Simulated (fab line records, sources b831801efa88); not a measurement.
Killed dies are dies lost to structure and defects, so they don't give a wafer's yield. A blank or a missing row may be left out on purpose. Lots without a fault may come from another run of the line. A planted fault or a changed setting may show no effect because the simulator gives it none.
Problem report in the 8D (eight disciplines) form, filled by code | flow sky130 | the parts of the form that need people (team, actions taken, sign-off) are left out

1. THE PROBLEM
oes_product_au at SKY_VIA3_ETCH_15 reads a mean of 0.896 a.u. on 2 wafers of 1 lot; wafers without a fault read 0.946 a.u. with a standard deviation of 0.005. That is -10 standard deviations from the usual mean.
The step: etches SiO2 in C4F8/O2/Ar, stops on TiN, target depth 507 nm, time 78 s.
First seen on wafer L803.2, day 43 12:53, on rie_diel-01. The record holds 33 wafers of 11 lots with a number at this step. Rule for "out", or "out of limits": more than 4 standard deviations from the usual mean. The other wafers with a number count as sound.

2. WHAT IT IS AND WHAT IT IS NOT
question                    | is                | is not
which readings at this step | oes_product_au    | rf_fwd_power_W
which lots                  | L803              | L790, L791, L793, L795, L796, L797, L802, L811, L812, L813
which wafers of those lots  | L803.2, L803.5    | L803.3
read on which tools         | rie_diel-01       | rie_diel-03, rie_diel-04
when                        | from day 43 12:53 | up to then (22 sound wafers); but 9 sound wafers of L811, L812, L813 came after

3. SUSPECTS, AND WHAT RULES EACH OUT
Counting: a tool at a process step up to the reading stays a suspect if it ran every lot that is out. Sound lots after the first of them don't rule it out here, since some wafers of a struck lot are sound.
- cmp-01 at SKY_VIA3_CMP_02 (polishes SiO2): kept. It ran the lot that is out, L803 (day 42 12:57); its last sound lot up to then is L802 (day 42 07:49).
- rie_diel-01 at SKY_VIA3_ETCH_14 (etches BARC in N2/H2, stops on SiO2, time 45.9 s, target depth 60 nm): kept. It ran the lot that is out, L803 (day 43 12:51); its last sound lot up to then is L797 (day 42 00:17).
- rie_diel-01 at SKY_VIA3_ETCH_15 (etches SiO2 in C4F8/O2/Ar, stops on TiN, target depth 507 nm, time 78 s): kept. It ran the lot that is out, L803 (day 43 12:53); its last sound lot up to then is L797 (day 42 00:20). Its own readings are out on those wafers: oes_product_au.
- Within cmp-01 at SKY_VIA3_CMP_02: the wafers that are out ran in chamber 1; their sound lot-mates ran in chamber 2.
- Within rie_diel-01 at SKY_VIA3_ETCH_14: the wafers that are out ran in chambers 1, 3; their sound lot-mates ran in chamber 2.
- Within rie_diel-01 at SKY_VIA3_ETCH_15: the wafers that are out ran in chambers 1, 3; their sound lot-mates ran in chamber 2.
Left after counting: cmp-01 at SKY_VIA3_CMP_02, rie_diel-01 at SKY_VIA3_ETCH_14, rie_diel-01 at SKY_VIA3_ETCH_15.

4. THE CAUSE (what the simulator had put in)
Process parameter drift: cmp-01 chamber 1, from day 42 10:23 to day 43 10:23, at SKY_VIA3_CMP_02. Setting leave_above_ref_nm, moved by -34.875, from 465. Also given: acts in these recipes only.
Counting left 3 suspects, and this tool is among them.

5. THE CHAIN OF EFFECTS, in route order
Each row: a reading whose mean over the struck wafers that have a number lies more than 3 standard deviations from the usual. Only readings for which the record gives a usual standard deviation are gone through. hours: the time from each lot's start at the first step in this table that gives one to its start at this step, as a median over the lots. sigmas: the change in usual standard deviations.
hours | step             | reading        | usual      | on struck wafers | change | sigmas
0     | SKY_VIA3_ETCH_15 | oes_product_au | 0.946 a.u. | 0.896            | -0.050 | -10
The process steps in it:
- SKY_VIA3_ETCH_15: etches SiO2 in C4F8/O2/Ar, stops on TiN, target depth 507 nm, time 78 s.

6. WHAT WOULD HAVE CAUGHT IT SOONER
In this record the first reading out of limits was taken at day 43 12:53, 27 hours after the fault began at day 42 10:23.
Of the tool readings at SKY_VIA3_CMP_02 for which the record gives a usual standard deviation, none was out on any struck wafer, so an alarm limit of 4 standard deviations on them would not have fired.
All the lots that are out (1) had begun SKY_VIA3_CMP_02 on cmp-01 by day 43 12:53. A hold on the tool at that time would have spared none of them.
